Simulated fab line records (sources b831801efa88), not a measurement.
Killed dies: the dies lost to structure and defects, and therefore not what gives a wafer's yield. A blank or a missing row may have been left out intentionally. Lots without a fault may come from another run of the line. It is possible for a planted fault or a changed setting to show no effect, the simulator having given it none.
What tool caused it? | flow sky130 | 6 lots, 18 wafers sampled, at 1 step of a route of 708

== WHAT EACH GAUGE READ, for each wafer ==
SKY_LDD_HVP_OVL_MEAS_07.
lot  | measured     | on         | LDD_HVP_OVL (nm)
L170 | day 22 02:02 | overlay-02 | -0.2 0.9 0.2
L173 | day 23 05:47 | overlay-01 | -1.8 -2.9 -2.5
L175 | day 24 08:48 | overlay-01 | -0.4 -1.1 -1.9
L178 | day 25 11:14 | overlay-02 | 0.6 -0.6 -1.3
L188 | day 28 13:47 | overlay-02 | -0.3 -0.4 -1.4
L191 | day 29 10:31 | overlay-01 | 1.1 0.1 -1.4

== WHAT TOOL EACH LOT RAN ON (gives the tool, then ch and the chambers of the sampled wafers, and finally the start) ==
Record: no process step prior to these readings.

== THE ANSWER, worked out from the rows above alone ==
Rule: usual is defined by the lots themselves. Put in order of their means at a reading, lots are off if they are a third of the lots or fewer, leave a main group of 4 or more, and stand apart from it by a gap of 3 or more times the standard deviation of the main group's means; of several such gaps the widest counts. A main group whose means are all the same, to the digits that the tables above print for the reading, isn't used. A lot without any number at a reading at which 4 lots or more have one is off too. The other lots that the step has rows for count as sound.
Across all readings shown, no lot is off: no conclusion can be drawn from this.

== WHAT THE SIMULATOR PUT IN ==
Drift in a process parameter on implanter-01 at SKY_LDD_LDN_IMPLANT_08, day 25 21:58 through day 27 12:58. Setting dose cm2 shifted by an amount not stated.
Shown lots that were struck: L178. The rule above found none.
